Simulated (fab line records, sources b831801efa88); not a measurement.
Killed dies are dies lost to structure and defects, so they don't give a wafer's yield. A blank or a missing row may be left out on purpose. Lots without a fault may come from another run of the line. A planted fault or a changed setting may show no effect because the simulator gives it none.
fab line records | flow sky130
record lots=10 wafers=30 last_day=50
route steps=708 shown LI_CONTACT@386 METAL1@434 CAPM@551 VIA3@594
lots that met no fault: from a run of the same line without faults
start_h: hours from the record's first day to the start of the lot's first wafer shown | wait_h: hours since the lot's step before | " the same as in the row above | L1.1+2: a row that stands for several wafers | - no value, or no start given | * or withheld: withheld | < > ~ a bound
route shown NAME@n: a module of which the file shows steps, and the number in the route of the first | usual: mean/standard deviation of fault-free wafers | same: alike in all rows | chamber/n: place in a boat | sites: the reading at each site | _std_site: their standard deviation | _edge_site: outer sites' mean less inner sites' | radius_mm: how far each site lies from the wafer's centre | mask NAME#n: copy n | behind: the tool/chamber that last shaped the wafer | hold: why the lot was held/for how many hours/how that ended | device: the transistor (n, p or np) that didn't switch | end of line: the same wafers' tests at the end of the route | a step without rows: its recipe alone | killed: dies lost to structure and defects at the first sort, not the wafer's yield | map: a wafer's dies, x killed, . not, _ none there
set.NAME: the setting as run; set.NAME@STEP: as run at that earlier step | model.NAME: the simulator's own value behind a step, which no gauge read
steps of the route over a sample of lots; a table a step, a row a wafer
services: from which hour (start_h, from the record's first day; less than 0 if before it) a tool's chamber was out of use, for how many hours, and why
## steps
# step SKY_LI_CONTACT_CMP_24
# recipe stop_on=PSG t_overpolish_s=20 down_force_psi=3.5 platen_rpm=60 target_thk_nm=0 pad_velocity_m_s=0.94248
# usual motor_current_A=10.0/0.85 overpolish_run_s=20.000/0.0099 slurry_filter_dp_kPa=13.48/0.14 time_to_endpoint_s=98/3.7
# columns lot.wafer tool chamber start_h wait_h motor_current_A overpolish_run_s slurry_filter_dp_kPa time_to_endpoint_s
L643.1 cmp-01 1 677.28 0.1 11.2 19.993 13.49 101
L643.3 " 3 " " 10.0 20.001 13.35 96
L643.5 " 0 " " 9.2 20.002 13.62 100
L644.2 cmp-01 0 683.79 0.0 9.5 19.994 13.56 103
L644.3 " 3 " " 9.9 20.004 13.46 94
L644.5 " 1 " " 11.5 20.001 13.44 102
L645.1 cmp-02 3 690.58 0.1 10.0 20.017 13.55 93
L645.3 " 1 " " 10.6 19.999 13.47 100
L645.5 " 0 " " 9.0 19.986 13.25 92
L653.2 cmp-02 2 757.25 0.1 8.7 20.006 13.30 106
L653.1 " 0 " " 9.8 20.006 13.38 102
L653.6 " 2 " " 8.5 20.007 13.36 103
L655.1 cmp-01 3 780.74 0.1 10.5 19.997 13.40 91
L655.4 " 1 " " 12.0 20.007 13.54 95
L655.5 " 3 " " 10.2 19.988 13.33 92
L656.1 cmp-01 2 781.43 0.1 10.0 20.029 13.22 93
L656.5 " 1 " " 11.6 20.000 13.45 96
L656.6 " 2 " " 10.4 19.981 13.44 97
L657.1 cmp-01 1 786.83 0.1 11.9 19.996 13.55 98
L657.3 " 2 " " 10.2 20.001 13.50 95
L657.5 " 1 " " 12.2 19.993 13.56 99
L661.2 cmp-01 2 827.95 0.0 9.9 20.003 13.46 98
L661.4 " 3 " " 10.1 20.005 13.30 100
L661.3 " 0 " " 9.6 19.997 13.67 101
L665.3 cmp-02 2 851.54 0.0 9.2 20.003 13.35 101
L665.2 " 3 " " 9.9 20.012 13.10 99
L665.5 " 3 " " 9.9 19.999 13.62 101
L666.4 cmp-02 1 855.66 0.2 11.1 19.994 13.49 100
L666.5 " 0 " " 9.9 20.025 13.38 92
L666.6 " 1 " " 11.4 19.996 13.59 97
# step SKY_METAL1_SPUTTER_00
# recipe material=Ti target_thk_nm=15 power_w=3000 time_s=10 chamber_pressure_pa=0.4
# usual throttle_valve_pct=30.2/1
# columns lot.wafer tool chamber start_h wait_h throttle_valve_pct
L643.1 pvd_sputter-01 - 736.40 0.1 30.3
L643.3 " - " " 30.4
L643.5 " - " " 31.2
L644.2 pvd_sputter-03 - 741.47 0.1 29.1
L644.3 " - " " 30.0
L644.5 " - " " 29.1
L645.1 pvd_sputter-03 - 750.02 0.1 29.0
L645.3 " - " " 30.7
L645.5 " - " " 28.9
L653.1 pvd_sputter-04 - 812.76 0.2 30.6
L653.2 " - " " 28.6
L653.6 " - " " 29.2
L655.1 pvd_sputter-04 - 838.11 0.2 30.7
L655.4 " - " " 28.6
L655.5 " - " " 28.9
L656.1 pvd_sputter-03 - 838.41 0.1 29.1
L656.5 " - " " 29.2
L656.6 " - " " 30.8
L657.1 pvd_sputter-04 - 843.16 0.2 29.1
L657.3 " - " " 30.5
L657.5 " - " " 32.3
L661.2 pvd_sputter-04 - 883.16 0.1 32.4
L661.3 " - " " 28.8
L661.4 " - " " 30.4
L665.2 pvd_sputter-03 - 905.74 0.1 29.1
L665.3 " - " " 29.2
L665.5 " - " " 28.9
L666.4 pvd_sputter-01 - 909.22 0.2 29.9
L666.5 " - " " 30.6
L666.6 " - " " 30.5
# step SKY_CAPM_STRIP_14
# recipe chemistry=O2/N2 power_w=1400 pressure_mtorr=1500 platen_temp_c=withheld o2_flow_sccm=3000 n2_flow_sccm=300 overash_fraction=0.5
# usual chamber_pressure_mTorr=1499.8/1.3 drypump_motor_current_A=5.7/0.34 oes_product_au=0.710/0.0041 strip_time_to_endpoint_s=12.67/0.054
# columns lot.wafer tool chamber start_h wait_h chamber_pressure_mTorr drypump_motor_current_A oes_product_au rf_hours_counter_h strip_time_to_endpoint_s
L643.1 plasma_asher-01 1 875.59 0.1 1501.3 5.9 0.707 47 12.63
L643.3 " 0 " " 1501.1 5.5 0.712 - 12.67
L643.5 " 0 " " 1497.3 5.5 0.711 - 12.65
L644.2 plasma_asher-01 0 879.08 0.1 1498.7 5.5 0.707 47 12.70
L644.3 " 0 " " 1500.6 5.4 0.716 - 12.72
L644.5 " 0 " " 1501.4 5.4 0.709 - 12.69
L645.1 plasma_asher-04 1 887.54 0.1 1500.3 5.5 0.708 14 12.63
L645.3 " 1 " " 1497.2 5.5 0.714 - 12.63
L645.5 " 0 " " 1499.4 6.0 0.709 - 12.59
L653.1 plasma_asher-01 0 947.19 0.1 1500.4 5.4 0.707 54 12.72
L653.2 " 1 " " 1501.1 5.8 0.711 54 12.72
L653.6 " 1 " " 1500.1 5.8 0.701 - 12.70
L655.1 plasma_asher-02 1 968.68 0.1 1499.3 5.2 0.711 84 12.60
L655.4 " 0 " " 1497.5 6.3 0.707 - 12.62
L655.5 " 1 " " 1501.0 5.2 0.716 - 12.61
L656.1 plasma_asher-02 0 969.78 0.1 1499.2 6.3 0.713 84 12.62
L656.5 " 1 " " 1499.2 5.2 0.709 - 12.62
L656.6 " 0 " " 1499.8 6.3 0.710 - 12.62
L657.1 plasma_asher-01 1 974.13 0.1 1500.8 5.8 0.711 57 12.68
L657.3 " 0 " " 1498.6 5.5 0.710 - 12.69
L657.5 " 0 " " 1496.9 5.5 0.707 - 12.68
L661.2 plasma_asher-04 1 1011.48 0.1 1498.0 5.5 0.704 25 12.63
L661.3 " 0 " " 1499.1 6.0 0.710 - 12.66
L661.4 " 1 " " 1501.9 5.5 0.716 - 12.64
L665.2 plasma_asher-04 1 1034.23 0.1 1501.3 5.5 0.708 27 12.69
L665.3 " 0 " " 1500.0 6.0 0.719 - 12.71
L665.5 " 0 " " 1498.2 6.0 0.703 - 12.70
L666.4 plasma_asher-04 1 1036.88 0.1 1499.9 5.5 0.711 - 12.61
L666.5 " 1 " " 1501.7 5.5 0.705 - 12.65
L666.6 " 0 " " 1498.8 6.0 0.710 - 12.67
# step SKY_VIA3_CVD_21
# recipe material=W target_thk_nm=390 time_s=117.31 temp_c=400 pressure_torr=40
# usual heater_power_w=829/24 susceptor_temp_C=400.03/0.22
# columns lot.wafer tool chamber start_h wait_h heater_power_w susceptor_temp_C
L643.1 cvd_w-02 1 928.70 0.0 818 400.00
L643.3 " 1 " " 804 400.12
L643.5 " 0 " " 816 399.89
L644.2 cvd_w-01 0 932.40 0.0 834 400.15
L644.3 " 0 " " 831 399.90
L644.5 " 0 " " 835 399.86
L645.1 cvd_w-02 1 940.07 0.0 833 400.27
L645.3 " 0 " " 801 400.26
L645.5 " 0 " " 830 400.30
L653.1 cvd_w-02 0 997.39 0.0 816 400.20
L653.2 " 1 " " 801 400.43
L653.6 " 1 " " 825 400.06
L655.1 cvd_w-02 1 1018.48 0.0 832 400.07
L655.4 " 0 " " 800 400.08
L655.5 " 0 " " 809 400.07
L656.1 cvd_w-01 1 1020.54 0.0 860 399.88
L656.5 " 1 " " 856 400.31
L656.6 " 0 " " 862 399.78
L657.1 cvd_w-02 1 1024.03 0.0 822 400.04
L657.3 " 0 " " 808 400.50
L657.5 " 0 " " 821 400.21
L661.2 cvd_w-01 0 1060.41 0.0 837 399.91
L661.3 " 1 " " 858 400.00
L661.4 " 0 " " 829 399.76
L665.2 cvd_w-01 1 1080.42 0.0 877 400.30
L665.3 " 1 " " 856 400.09
L665.5 " 0 " " 844 400.04
L666.4 cvd_w-01 0 1082.93 0.0 841 400.56
L666.5 " 1 " " 872 400.05
L666.6 " 0 " " 855 400.29
# step SKY_VIA3_RS_MEAS_22
# recipe thk_meas_gauge=four-point-probe reads=W_of_VIA3_CVD_21+TiN_of_VIA3_SPUTTER_20
# usual VIA3_W_RS=0.293/0.0042
# columns lot.wafer tool chamber start_h wait_h VIA3_W_RS[ohm/sq]
L643.1 film_metro-04 - 928.82 0.1 0.298
L643.3 " - " " 0.296
L643.5 " - " " 0.302
L644.2 film_metro-02 - 932.54 0.1 0.291
L644.3 " - " " 0.291
L644.5 " - " " 0.291
L645.1 film_metro-02 - 940.20 0.1 0.296
L645.3 " - " " 0.297
L645.5 " - " " 0.293
L653.1 film_metro-04 - 997.51 0.1 0.293
L653.2 " - " " 0.293
L653.6 " - " " 0.289
L655.1 film_metro-02 - 1018.60 0.1 0.449
L655.4 " - " " 0.299
L655.5 " - " " 0.297
L656.1 film_metro-02 - 1020.66 0.1 0.293
L656.5 " - " " 0.294
L656.6 " - " " 0.289
L657.1 film_metro-01 - 1024.15 0.1 0.450
L657.3 " - " " 0.302
L657.5 " - " " 0.296
L661.2 film_metro-04 - 1060.56 0.1 0.293
L661.3 " - " " 0.296
L661.4 " - " " 0.288
L665.2 film_metro-02 - 1080.57 0.1 0.299
L665.3 " - " " 0.296
L665.5 " - " " 0.289
L666.4 film_metro-01 - 1083.08 0.1 0.291
L666.5 " - " " 0.301
L666.6 " - " " 0.293
# step SKY_VIA3_THK_MEAS_23
# recipe thk_meas_gauge=xrf reads=W_of_VIA3_CVD_21
# usual VIA3_W_THK=395/7
# columns lot.wafer tool chamber start_h wait_h VIA3_W_THK[nm]
L643.1 film_metro-04 - 928.94 0.1 382
L643.3 " - " " 388
L643.5 " - " " 378
L644.2 film_metro-02 - 932.65 0.1 399
L644.3 " - " " 396
L644.5 " - " " 396
L645.1 film_metro-02 - 940.32 0.1 397
L645.3 " - " " 395
L645.5 " - " " 399
L653.1 film_metro-04 - 997.63 0.1 398
L653.2 " - " " 398
L653.6 " - " " 403
L655.1 film_metro-02 - 1018.72 0.1 257
L655.4 " - " " 384
L655.5 " - " " 384
L656.1 film_metro-02 - 1020.78 0.1 393
L656.5 " - " " 390
L656.6 " - " " 395
L657.1 film_metro-01 - 1024.27 0.1 257
L657.3 " - " " 382
L657.5 " - " " 387
L661.2 film_metro-04 - 1060.67 0.1 395
L661.3 " - " " 389
L661.4 " - " " 400
L665.2 film_metro-02 - 1080.68 0.1 388
L665.3 " - " " 392
L665.5 " - " " 401
L666.4 film_metro-01 - 1083.17 0.1 402
L666.5 " - " " 385
L666.6 " - " " 395
# step SKY_VIA3_CMP_24
# recipe stop_on=SiO2 t_overpolish_s=20 down_force_psi=3.5 platen_rpm=60 target_thk_nm=0 pad_velocity_m_s=0.94248
# usual motor_current_A=10.2/0.85 slurry_filter_dp_kPa=13.49/0.14 time_to_endpoint_s=95/3.8
# columns lot.wafer tool chamber start_h wait_h motor_current_A slurry_filter_dp_kPa time_to_endpoint_s
L643.3 cmp-01 2 929.00 0.0 9.9 13.54 95
L643.1 " 0 " " 9.3 13.52 97
L643.5 " 3 " " 9.8 13.56 92
L644.2 cmp-01 0 932.84 0.2 9.9 13.28 98
L644.3 " 3 " " 9.7 13.53 94
L644.5 " 0 " " 9.3 13.27 99
L645.3 cmp-01 1 940.38 0.0 11.9 13.36 93
L645.1 " 0 " " 9.3 13.44 93
L645.5 " 1 " " 11.8 13.74 92
L653.2 cmp-01 3 997.69 0.0 10.0 13.41 94
L653.1 " 0 " " 9.8 13.22 98
L653.6 " 0 " " 9.4 13.48 103
L655.1 cmp-01 0 1018.88 0.1 9.3 13.32 66
L655.4 " 1 " " 11.9 13.59 97
L655.5 " 2 " " 10.4 13.55 93
L656.1 cmp-02 0 1021.11 0.3 9.3 13.42 95
L656.5 " 1 " " 11.2 13.44 100
L656.6 " 2 " " 9.0 13.60 101
L657.1 cmp-01 2 1024.38 0.1 9.9 13.37 59
L657.3 " 0 " " 9.5 13.50 91
L657.5 " 1 " " 11.1 13.53 94
L661.3 cmp-02 1 1060.72 0.0 11.0 13.34 99
L661.2 " 2 " " 9.0 13.68 99
L661.4 " 0 " " 9.3 13.68 94
L665.2 cmp-02 3 1080.73 0.0 10.0 13.51 91
L665.3 " 2 " " 8.8 13.30 96
L665.5 " 0 " " 9.3 13.48 92
L666.4 cmp-02 3 1083.35 0.2 9.6 13.43 89
L666.5 " 0 " " 9.9 13.57 85
L666.6 " 1 " " 11.0 13.69 89
## services
# columns tool chamber start_h hours kind
cvd_w-01 - 663.08 2.8 pm
cmp-02 - 693.61 1.4 repair
cmp-01 - 696.99 0.6 repair
cvd_w-01 0 701.19 10.5 repair
cvd_w-02 - 713.51 1.3 repair
cmp-01 - 726.60 5.5 pm
cvd_w-01 0 743.85 3.1 repair
cmp-02 - 744.00 4.0 pm
cvd_w-01 1 762.04 6.2 repair
cvd_w-02 - 791.30 0.9 repair
cmp-02 - 793.30 0.3 repair
cmp-01 - 819.73 0.9 repair
cmp-02 - 822.34 0.8 repair
cmp-01 - 831.29 63.6 repair
cmp-01 - 841.77 2.3 repair
cmp-01 - 894.84 5.2 pm
cmp-02 - 900.07 5.6 pm
cmp-01 - 912.00 4.0 pm
cmp-02 - 925.84 8.8 pm
cmp-02 - 955.57 12.2 pm
cmp-01 - 987.58 1.1 repair
cmp-01 - 1019.55 2.6 repair
cmp-02 - 1051.79 0.3 repair
cmp-02 - 1070.05 4.0 pm
## key
first_sign step=SKY_VIA3_RS_MEAS_22 reading=VIA3_W_RS direction=up sigmas=38 usual=0.293 struck=0.449
effect step=SKY_VIA3_THK_MEAS_23 reading=VIA3_W_THK direction=down sigmas=20 usual=395 struck=257
effect step=SKY_VIA3_CMP_24 reading=time_to_endpoint_s direction=down sigmas=8.6 usual=* struck=*
met_at SKY_VIA3_CVD_21
struck_lots L655,L657
struck_wafers L655.1,L657.1
not_acting_at SKY_LI_CONTACT_CMP_24,SKY_METAL1_SPUTTER_00,SKY_CAPM_STRIP_14
onset_between 997.39 1018.48
fault kind=process_parameter_drift tool=cvd_w-02 chamber=- onset_h=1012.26 steps=SKY_VIA3_CVD_21 channel=target_thk_nm offset=-131.65 shape=step end_h=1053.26 scope=struck_wafers_only acts_in=these_recipes_only stated=390
